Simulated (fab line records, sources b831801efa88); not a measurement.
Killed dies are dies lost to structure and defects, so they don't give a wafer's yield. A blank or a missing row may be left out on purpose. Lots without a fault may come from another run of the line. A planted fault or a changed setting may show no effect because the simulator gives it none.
fab line records | flow gf180mcu
record lots=13 wafers=39 last_day=34
route steps=602 shown POLY_GATE@171 HV_LDD@223 NSD@246 PSD@258
lots that met no fault: from a run of the same line without faults
start_h: hours from the record's first day to the start of the lot's first wafer shown | wait_h: hours since the lot's step before | " the same as in the row above | L1.1+2: a row that stands for several wafers | - no value, or no start given | * or withheld: withheld | < > ~ a bound
route shown NAME@n: a module of which the file shows steps, and the number in the route of the first | usual: mean/standard deviation of fault-free wafers | same: alike in all rows | chamber/n: place in a boat | sites: the reading at each site | _std_site: their standard deviation | _edge_site: outer sites' mean less inner sites' | radius_mm: how far each site lies from the wafer's centre | mask NAME#n: copy n | behind: the tool/chamber that last shaped the wafer | hold: why the lot was held/for how many hours/how that ended | device: the transistor (n, p or np) that didn't switch | end of line: the same wafers' tests at the end of the route | a step without rows: its recipe alone | killed: dies lost to structure and defects at the first sort, not the wafer's yield | map: a wafer's dies, x killed, . not, _ none there
set.NAME: the setting as run; set.NAME@STEP: as run at that earlier step | model.NAME: the simulator's own value behind a step, which no gauge read
steps of the route over a sample of lots; a table a step, a row a wafer
services: from which hour (start_h, from the record's first day; less than 0 if before it) a tool's chamber was out of use, for how many hours, and why
## steps
# step GF_POLY_GATE_STRIP_14
# recipe chemistry=O2/N2 power_w=1400 pressure_mtorr=1500 platen_temp_c=250 o2_flow_sccm=3000 n2_flow_sccm=300 overash_fraction=0.5
# usual drypump_motor_current_A=5.7/0.37 heater_power_w=336/15 n2_flow_sccm=300.0/0.9 oes_product_au=0.505/0.0044
# columns lot.wafer tool chamber start_h wait_h drypump_motor_current_A heater_power_w n2_flow_sccm oes_product_au rf_hours_counter_h
L671.2 plasma_asher-01 1 200.72 0.0 5.4 342 299.6 0.502 54
L671.4 " 1 " " 5.4 329 301.1 0.509 -
L671.5 " 1 " " 5.4 335 301.4 0.506 -
L673.1 plasma_asher-02 0 219.11 0.0 5.4 355 301.0 0.511 43
L673.4 " 0 " " 5.3 361 299.9 0.503 -
L673.6 " 1 " " 6.4 339 299.7 0.509 -
L674.2 plasma_asher-03 1 222.97 0.0 5.6 340 301.8 0.501 56
L674.3 " 0 " " 6.1 316 298.8 0.504 -
L674.6 " 1 " " 5.6 350 301.7 0.509 -
L676.4 plasma_asher-03 1 227.61 0.1 5.6 357 301.4 0.495 -
L676.5 " 0 " " 6.1 312 301.1 0.505 -
L676.6 " 1 " " 5.6 349 300.9 0.510 -
L675.2 plasma_asher-03 0 227.93 0.0 6.1 313 298.6 0.503 57
L675.4 " 1 " " 5.6 339 300.7 0.508 -
L675.6 " 1 " " 5.6 347 299.6 0.503 -
L679.1 plasma_asher-01 1 256.46 0.0 5.4 341 298.3 0.504 59
L679.2 " 0 " " 5.5 320 299.8 0.504 59
L679.3 " 0 " " 5.5 322 297.9 0.507 -
L681.1 plasma_asher-01 1 268.70 0.0 5.4 329 299.6 0.500 60
L681.3 " 0 " " 5.5 326 300.1 0.501 -
L681.5 " 1 " " 5.4 343 298.7 0.496 -
L682.1 plasma_asher-02 1 273.56 0.0 6.4 342 299.4 0.504 49
L682.3 " 0 " " 5.4 359 299.8 0.512 -
L682.5 " 1 " " 6.4 342 300.2 0.507 -
L683.1 plasma_asher-01 0 284.01 0.0 5.5 320 301.6 0.506 62
L683.2 " 1 " " 5.4 344 298.8 0.507 62
L683.6 " 0 " " 5.5 328 301.1 0.508 -
L689.1 plasma_asher-02 1 327.47 0.0 6.4 347 299.5 0.501 54
L689.4 " 0 " " 5.3 348 300.0 0.507 -
L689.5 " 1 " " 6.4 344 300.9 0.506 -
L692.1 plasma_asher-03 0 347.00 0.0 6.1 317 300.0 0.500 69
L692.2 " 1 " " 5.6 348 300.1 0.505 69
L692.4 " 1 " " 5.6 352 300.2 0.509 -
L693.2 plasma_asher-01 1 356.31 0.0 5.4 338 300.5 0.512 69
L693.3 " 0 " " 5.5 327 297.9 0.492 -
L693.4 " 1 " " 5.4 337 300.5 0.506 -
L694.3 plasma_asher-03 1 362.70 0.1 5.6 356 300.7 0.506 -
L694.5 " 1 " " 5.6 344 301.5 0.512 -
L694.6 " 0 " " 6.1 306 299.2 0.502 -
# step GF_HV_LDD_OVL_MEAS_47
# usual HV_LDD_03_OVL=-0.2/1.4
# columns lot.wafer tool chamber start_h wait_h HV_LDD_03_OVL[nm]
L671.2 overlay-01 - 277.63 0.1 -0.6
L671.4 " - " " -2.9
L671.5 " - " " -0.7
L673.1 overlay-02 - 298.73 0.1 1.5
L673.4 " - " " 0.4
L673.6 " - " " -0.4
L674.2 overlay-01 - 301.18 0.1 -2.5
L674.3 " - " " -1.5
L674.6 " - " " -3.7
L675.2 overlay-02 - 308.88 0.1 -0.5
L675.4 " - " " -1.0
L675.6 " - " " -0.6
L676.4 overlay-01 - 309.19 0.1 -1.8
L676.5 " - " " -1.5
L676.6 " - " " -1.3
L679.1 overlay-01 - 337.92 0.1 -1.4
L679.2 " - " " -1.7
L679.3 " - " " -2.0
L681.1 overlay-02 - 352.32 0.1 -0.2
L681.3 " - " " 0.5
L681.5 " - " " 1.0
L682.1 overlay-02 - 358.07 0.1 0.2
L682.3 " - " " 0.1
L682.5 " - " " -0.6
L683.1 overlay-02 - 370.77 0.1 1.2
L683.2 " - " " 0.5
L683.6 " - " " 0.2
L689.1 overlay-02 - 422.52 0.1 0.1
L689.4 " - " " -0.1
L689.5 " - " " 1.6
L692.1 overlay-01 - 442.62 0.1 -0.3
L692.2 " - " " 0.8
L692.4 " - " " -0.7
L693.2 overlay-01 - 452.92 0.1 -0.5
L693.3 " - " " -0.5
L693.4 " - " " -0.2
L694.3 overlay-02 - 460.13 0.1 2.6
L694.5 " - " " 1.5
L694.6 " - " " 2.7
# step GF_NSD_STRIP_11
# recipe chemistry=O2/N2 power_w=1400 pressure_mtorr=1500 platen_temp_c=250 o2_flow_sccm=3000 n2_flow_sccm=300 overash_fraction=0.5
# usual drypump_motor_current_A=5.9/0.39 heater_power_w=335/14 n2_flow_sccm=300.1/0.93 oes_product_au=0.488/0.0049 strip_time_to_endpoint_s=22.87/0.04
# columns lot.wafer tool chamber start_h wait_h drypump_motor_current_A heater_power_w n2_flow_sccm oes_product_au rf_hours_counter_h strip_time_to_endpoint_s
L671.2 plasma_asher-03 0 301.15 0.1 6.1 324 299.9 0.484 64 22.89
L671.4 " 0 " " 6.1 322 299.6 0.488 - 22.87
L671.5 " 1 " " 5.6 353 301.3 0.484 - 22.84
L673.1 plasma_asher-02 1 322.41 0.1 6.4 353 301.5 0.488 54 22.80
L673.4 " 1 " " 6.4 347 299.7 0.489 - 22.83
L673.6 " 0 " " 5.3 342 298.9 0.491 - 22.85
L674.2 plasma_asher-04 1 324.85 0.1 6.6 334 300.1 0.489 22 22.82
L674.3 " 0 " " 6.0 332 301.1 0.481 - 22.86
L674.6 " 1 " " 6.6 329 301.2 0.483 - 22.83
L675.2 plasma_asher-03 0 333.56 0.1 6.1 313 299.1 0.488 67 22.88
L675.4 " 0 " " 6.1 314 299.8 0.485 - 22.92
L675.6 " 0 " " 6.1 309 300.4 0.492 - 22.90
L676.4 plasma_asher-02 1 334.89 0.1 6.4 347 301.2 0.491 - 22.82
L676.5 " 1 " " 6.4 338 299.3 0.490 - 22.83
L676.6 " 0 " " 5.3 355 299.8 0.481 - 22.83
L679.1 plasma_asher-02 1 364.04 0.1 6.4 346 299.9 0.487 58 22.90
L679.2 " 0 " " 5.4 346 301.5 0.488 58 22.90
L679.3 " 0 " " 5.4 355 299.6 0.489 - 22.91
L681.1 plasma_asher-03 1 378.36 0.1 5.6 355 299.9 0.485 72 22.84
L681.3 " 0 " " 6.1 322 298.4 0.490 - 22.86
L681.5 " 0 " " 6.1 311 300.8 0.485 - 22.88
L682.1 plasma_asher-02 0 383.36 0.1 5.4 348 300.5 0.487 60 22.94
L682.3 " 0 " " 5.4 355 298.8 0.480 - 22.93
L682.5 " 1 " " 6.4 343 299.9 0.490 - 22.95
L683.1 plasma_asher-03 1 398.39 0.1 5.6 336 298.9 0.483 74 22.86
L683.2 " 0 " " 6.1 312 297.8 0.491 74 22.81
L683.6 " 0 " " 6.1 318 298.9 0.489 - 22.84
L689.1 plasma_asher-02 1 450.54 0.1 6.4 354 300.5 0.354 65 -
L689.4 " 1 " " 6.4 341 299.9 0.354 - -
L689.5 " 1 " " 6.4 333 299.7 0.353 - -
L692.1 plasma_asher-03 1 470.62 0.1 5.6 333 301.0 0.492 5 22.85
L692.2 " 0 " " 6.1 325 299.4 0.491 5 22.89
L692.4 " 0 " " 6.1 319 300.2 0.490 - 22.86
L693.2 plasma_asher-03 0 480.74 0.1 6.1 322 300.6 0.488 7 22.86
L693.3 " 1 " " 5.6 326 300.9 0.491 - 22.90
L693.4 " 0 " " 6.1 322 299.3 0.486 - 22.87
L694.3 plasma_asher-03 1 487.29 0.1 5.6 332 300.0 0.486 - 22.90
L694.5 " 0 " " 6.1 315 301.9 0.489 - 22.89
L694.6 " 1 " " 5.6 333 299.9 0.490 - 22.84
# step GF_PSD_STRIP_10
# recipe chemistry=O2/N2 power_w=1400 pressure_mtorr=1500 platen_temp_c=250 o2_flow_sccm=3000 n2_flow_sccm=300 overash_fraction=0.5
# usual drypump_motor_current_A=5.9/0.41 heater_power_w=330/9.6 n2_flow_sccm=299.8/0.84 oes_product_au=0.595/0.0047 strip_time_to_endpoint_s=16.43/0.034
# columns lot.wafer tool chamber start_h wait_h drypump_motor_current_A heater_power_w n2_flow_sccm oes_product_au rf_hours_counter_h strip_time_to_endpoint_s
L671.2 plasma_asher-04 0 321.10 0.1 5.9 333 302.4 0.589 22 16.41
L671.4 " 1 " " 6.6 332 301.1 0.596 - 16.37
L671.5 " 0 " " 5.9 333 300.0 0.590 - 16.38
L673.1 plasma_asher-04 1 343.69 0.1 6.6 328 300.4 0.601 24 16.43
L673.4 " 0 " " 5.9 342 300.2 0.596 - 16.44
L673.6 " 0 " " 6.0 338 300.7 0.602 - 16.43
L674.2 plasma_asher-01 0 346.36 0.1 5.5 329 300.7 0.593 68 16.45
L674.3 " 0 " " 5.5 320 300.8 0.590 - 16.41
L674.6 " 1 " " 5.4 345 299.2 0.595 - 16.45
L675.2 plasma_asher-01 0 354.61 0.1 5.5 314 300.1 0.601 69 16.42
L675.4 " 1 " " 5.4 324 298.6 0.595 - 16.43
L675.6 " 1 " " 5.4 335 298.9 0.597 - 16.44
L676.4 plasma_asher-03 0 357.33 0.1 6.1 312 299.9 0.595 - 16.43
L676.5 " 1 " " 5.6 350 301.6 0.581 - 16.40
L676.6 " 0 " " 6.1 318 299.4 0.592 - 16.40
L679.1 plasma_asher-04 1 386.56 0.1 6.6 327 300.2 0.590 29 16.41
L679.2 " 0 " " 6.0 334 300.2 0.594 29 16.43
L679.3 " 0 " " 5.9 330 298.9 0.591 - 16.44
L681.1 plasma_asher-01 1 401.16 0.1 5.4 330 300.4 0.598 73 16.45
L681.3 " 0 " " 5.5 326 299.3 0.589 - 16.45
L681.5 " 1 " " 5.4 334 300.4 0.598 - 16.46
L682.1 plasma_asher-03 1 406.36 0.1 5.6 352 300.9 0.591 75 16.46
L682.3 " 1 " " 5.6 351 300.8 0.598 - 16.43
L682.5 " 1 " " 5.6 349 300.5 0.593 - 16.42
L683.1 plasma_asher-04 0 422.38 0.1 5.9 329 300.6 0.597 33 16.50
L683.2 " 1 " " 6.6 334 299.5 0.594 33 16.49
L683.6 " 1 " " 6.6 338 299.7 0.594 - 16.49
L689.1 plasma_asher-03 0 475.10 0.1 6.1 315 300.2 0.650 6 26.01
L689.4 " 0 " " 6.1 322 301.0 0.646 - 25.95
L689.5 " 1 " " 5.6 330 299.5 0.643 - 25.98
L692.1 plasma_asher-01 1 495.01 0.1 5.4 338 299.1 0.594 85 16.40
L692.2 " 0 " " 5.5 325 301.4 0.588 85 16.40
L692.4 " 0 " " 5.5 331 299.9 0.585 - 16.40
L693.2 plasma_asher-01 1 504.61 0.1 5.4 337 298.9 0.587 86 16.46
L693.3 " 0 " " 5.5 331 299.2 0.601 - 16.48
L693.4 " 1 " " 5.4 340 298.8 0.583 - 16.47
L694.3 plasma_asher-04 1 511.19 0.1 6.6 334 300.2 0.594 - 16.45
L694.5 " 1 " " 6.6 331 299.7 0.598 - 16.48
L694.6 " 0 " " 5.9 339 299.4 0.600 - 16.44
# step GF_PSD_TW_MEAS_11
# usual PSD_TW=3141/54
# columns lot.wafer tool chamber start_h wait_h PSD_TW
L671.2 film_metro-02 - 321.21 0.1 3093
L671.4 " - " " 3105
L671.5 " - " " 3108
L673.1 film_metro-01 - 343.79 0.1 3144
L673.4 " - " " 3154
L673.6 " - " " 3134
L674.2 film_metro-02 - 346.47 0.1 3108
L674.3 " - " " 3085
L674.6 " - " " 3107
L675.2 film_metro-02 - 354.72 0.1 3102
L675.4 " - " " 3101
L675.6 " - " " 3093
L676.4 film_metro-02 - 357.42 0.1 3100
L676.5 " - " " 3105
L676.6 " - " " 3107
L679.1 film_metro-04 - 386.66 0.1 3191
L679.2 " - " " 3211
L679.3 " - " " 3198
L681.1 film_metro-04 - 401.26 0.1 3204
L681.3 " - " " 3209
L681.5 " - " " 3200
L682.1 film_metro-01 - 406.46 0.1 3108
L682.3 " - " " 3110
L682.5 " - " " 3127
L683.1 film_metro-02 - 422.48 0.1 3090
L683.2 " - " " 3102
L683.6 " - " " 3097
L689.1 film_metro-02 - 475.20 0.1 30
L689.4 " - " " 29
L689.5 " - " " 30
L692.1 film_metro-04 - 495.13 0.1 3226
L692.2 " - " " 3217
L692.4 " - " " 3182
L693.2 film_metro-01 - 504.72 0.1 3121
L693.3 " - " " 3113
L693.4 " - " " 3127
L694.3 film_metro-02 - 511.27 0.1 3081
L694.5 " - " " 3111
L694.6 " - " " 3075
# step GF_PSD_RS_MEAS_15
# recipe thk_meas_gauge=four-point-probe
# usual PSD_RS=109.6/0.31
# columns lot.wafer tool chamber start_h wait_h PSD_RS[ohm/sq]
L671.2 film_metro-02 - 321.53 0.1 109.9
L671.4 " - " " 110.0
L671.5 " - " " 109.9
L673.1 film_metro-02 - 344.11 0.1 109.4
L673.4 " - " " 109.4
L673.6 " - " " 109.5
L674.2 film_metro-01 - 346.79 0.1 109.9
L674.3 " - " " 109.9
L674.6 " - " " 109.6
L675.2 film_metro-01 - 355.04 0.1 109.6
L675.4 " - " " 109.5
L675.6 " - " " 109.6
L676.4 film_metro-01 - 357.77 0.1 110.1
L676.5 " - " " 109.7
L676.6 " - " " 110.0
L679.1 film_metro-01 - 386.98 0.1 110.2
L679.2 " - " " 110.0
L679.3 " - " " 109.9
L681.1 film_metro-01 - 401.57 0.1 109.7
L681.3 " - " " 109.7
L681.5 " - " " 109.7
L682.1 film_metro-01 - 406.77 0.1 109.3
L682.3 " - " " 109.6
L682.5 " - " " 109.9
L683.1 film_metro-04 - 422.79 0.1 109.6
L683.2 " - " " 109.5
L683.6 " - " " 109.6
L689.1 film_metro-01 - 475.52 0.1 109.7
L689.4 " - " " 109.8
L689.5 " - " " 109.5
L692.1 film_metro-02 - 495.45 0.1 109.8
L692.2 " - " " 109.6
L692.4 " - " " 109.6
L693.2 film_metro-04 - 505.04 0.1 109.0
L693.3 " - " " 108.6
L693.4 " - " " 109.3
L694.3 film_metro-01 - 511.61 0.1 110.0
L694.5 " - " " 110.0
L694.6 " - " " 109.8
## services
# columns tool chamber start_h hours kind
plasma_asher-01 - 211.61 2.8 pm
plasma_asher-03 - 323.45 2.5 repair
plasma_asher-02 - 417.28 23.2 pm
plasma_asher-03 - 421.32 9.0 pm
plasma_asher-03 0 421.32 9.0 vent_cycle
plasma_asher-03 1 421.32 9.0 vent_cycle
plasma_asher-03 0 430.32 - clean
plasma_asher-03 1 430.32 - clean
plasma_asher-04 - 449.06 26.4 repair
plasma_asher-04 - 475.42 14.6 pm
## key
first_sign step=GF_NSD_STRIP_11 reading=oes_product_au direction=down sigmas=27 usual=0.488 struck=0.353
effect step=GF_PSD_STRIP_10 reading=strip_time_to_endpoint_s direction=up sigmas=99+ usual=* struck=*
effect step=GF_PSD_TW_MEAS_11 reading=PSD_TW direction=down sigmas=58 usual=3141 struck=29
met_at GF_NSD_STRIP_11
struck_lots L689
sort_left_out L689.1,L689.4,L689.5
tester_left_out L689
not_acting_at GF_POLY_GATE_STRIP_14,GF_HV_LDD_OVL_MEAS_47,GF_PSD_RS_MEAS_15
onset_between 383.36 450.54
fault kind=strip_aborted tool=plasma_asher-02 chamber=- onset_h=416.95 steps=GF_NSD_STRIP_11 offset=0.61697 end_h=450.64
# tester_left_out: of these lots the tester's yield and bins aren't shown, on N5 and GAA mostly nor the transistor test; their killed dies are dies lost to structure and defects alone, not to doping, threshold or leakage, so they don't give the yield
# sort_left_out: the simulated sort isn't trusted on such a fault, so these wafers' sort isn't shown, and their yield isn't known
